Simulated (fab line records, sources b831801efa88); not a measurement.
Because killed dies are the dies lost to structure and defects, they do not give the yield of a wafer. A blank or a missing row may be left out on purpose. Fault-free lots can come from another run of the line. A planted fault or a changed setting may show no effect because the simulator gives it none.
Struck lot and sound lot, side by side | flow sfqLine | 18 out of 325 route steps
Sound: wafers L124.1, L124.2, L124.3. Struck: wafer L116.3 (left out: L116.4, a lot-mate that was not struck); the cause follows at the end.
Per side, at each step with rows, come the tool, then ch with its chambers, and then its first start. Under that, the readings that differ: sound wafers | struck wafers | difference of the means | sigmas: that difference in standard deviations of wafers without a fault.
alike: readings with means less than 2 such deviations apart, plus words and numbers identical on both sides. not compared: withheld readings, readings lacking a value on some wafer, bounds such as >300 that could conceal the same value, and numbers that have no deviation in the record and whose values overlap.
The two part at a step that has a row with sigmas, a row that says differs or no value, or rows on one side only. Numbers that have no deviation but don't overlap get no sigmas and don't part them. Lack of a reading on every wafer of one side parts them only where that side has two or more wafers.

SFQ_I1_OVL_MEAS_913:
  sound on overlay-02, day 23 22:42; struck on overlay-02, day 20 22:09
  alike: I1_OVL
SFQ_TRILAYER_I1_VIA_BARC_OPEN_VIA_ETCH_071: etches BARC in O2, target depth 125 nm, time 41.7 s.
  sound on rieDiel-02 ch 0,1,2, day 23 22:44; struck on rieDiel-02 ch 2, day 20 22:10
  alike: drypumpMotorCurrentA, oesProductAu
  not compared: rfHoursCounterH
SFQ_TRILAYER_I1_VIA_ETCH_VIA_ETCH_052: etches SiO2 in CHF3, stops on Nb, target depth 260 nm.
  sound on rieDiel-02 ch 0,1,2, day 23 22:46; struck on rieDiel-02 ch 2, day 20 22:13
  alike: drypumpMotorCurrentA, oesProductAu
SFQ_TRILAYER_I1_VIA_STRIP_STRIP_053: strips in O2.
  sound on rieMetal-02 ch 0,1, day 23 22:53; struck on rieMetal-04 ch 1, day 20 22:31
  alike: drypumpMotorCurrentA, oesProductAu
  not compared: rfHoursCounterH
then, 2 steps without rows for these wafers: SFQ_TRILAYER_I1_VIA_STRIP_SOLV_CLEAN_054 (cleans in NMP, time 600 s); SFQ_TRILAYER_M2_DEP_PRE_CLEAN_056 (time 22.5 s).
SFQ_TRILAYER_M2_DEP_SPUTTER_055: material Nb, target thk 200 nm, time 133.3 s.
  sound on pvdSputter-04, day 23 23:41; struck on pvdSputter-03, day 20 23:08
  alike: chamberPressurePa, resputterCathodeVoltageV, throttleValvePct
SFQ_M2_RS_MEAS_914: measures by four-point-probe.
  sound on filmMetro-04, day 23 23:47; struck on filmMetro-02, day 20 23:16
  alike: M2_NB_RS
then, 3 steps without rows for these wafers: SFQ_TRILAYER_M2_LITHO_COAT_062 (resist thk 62 nm); SFQ_TRILAYER_M2_LITHO_COAT_057 (resist thk 600 nm); SFQ_TRILAYER_M2_LITHO_SOFTBAKE_061.
-- the record jumps here: 6 days lie between the struck wafers' starts before and after --
SFQ_TRILAYER_M2_LITHO_EXPOSE_058: exposes mask M2, target cd 500 nm.
  sound on krfScanner-02 ch 0, day 30 06:29; struck on krfScanner-02 ch 0, day 26 21:07
  alike: mask, reticleTempC
then, 2 steps without rows for these wafers: SFQ_TRILAYER_M2_LITHO_PEB_060 (peb time 60 s); SFQ_TRILAYER_M2_LITHO_DEVELOP_059 (time 60 s).
SFQ_M2_OVL_MEAS_916:
  sound on overlay-01, day 30 07:59; struck on overlay-02, day 26 22:14
reading     | sound  | struck | difference | sigmas
M2_OVL (nm) | 2 4 -3 | -11    | -12        | -2
SFQ_TRILAYER_M2_BARC_OPEN_METAL_ETCH_077: etches BARC in O2, target depth 125 nm, time 41.7 s.
  sound on rieMetal-03 ch 0,1, day 30 08:01; struck on rieMetal-01 ch 1, day 26 22:17
reading            | sound             | struck | difference | sigmas
model.M2.cdNm (nm) | 499.9 500.4 500.8 | 497    | -3         | 
  alike: drypumpMotorCurrentA, oesProductAu
  not compared: rfHoursCounterH
SFQ_TRILAYER_M2_ETCH_METAL_ETCH_060: etches Nb in Cl2/Ar, stops on SiO2, target depth 240 nm, time 120 s.
  sound on rieMetal-03 ch 0,1, day 30 08:04; struck on rieMetal-01 ch 1, day 26 22:27
reading            | sound             | struck | difference | sigmas
model.M2.cdNm (nm) | 500.4 501.5 502.2 | 497.1  | -4.3       | 
  alike: drypumpMotorCurrentA, oesProductAu
  not compared: rfHoursCounterH
SFQ_TRILAYER_M2_STRIP_STRIP_061: strips in O2.
  sound on rieMetal-03 ch 0,1, day 30 08:12; struck on rieMetal-01 ch 1, day 26 23:01
  alike: drypumpMotorCurrentA, oesProductAu
  not compared: rfHoursCounterH

## WHERE THEY PART
Only at SFQ_M2_OVL_MEAS_916, as far as this record shows. Later steps at which nothing parts them and some readings are alike: SFQ_TRILAYER_M2_BARC_OPEN_METAL_ETCH_077, SFQ_TRILAYER_M2_ETCH_METAL_ETCH_060, SFQ_TRILAYER_M2_STRIP_STRIP_061.

WHY: what had been put in by the simulator
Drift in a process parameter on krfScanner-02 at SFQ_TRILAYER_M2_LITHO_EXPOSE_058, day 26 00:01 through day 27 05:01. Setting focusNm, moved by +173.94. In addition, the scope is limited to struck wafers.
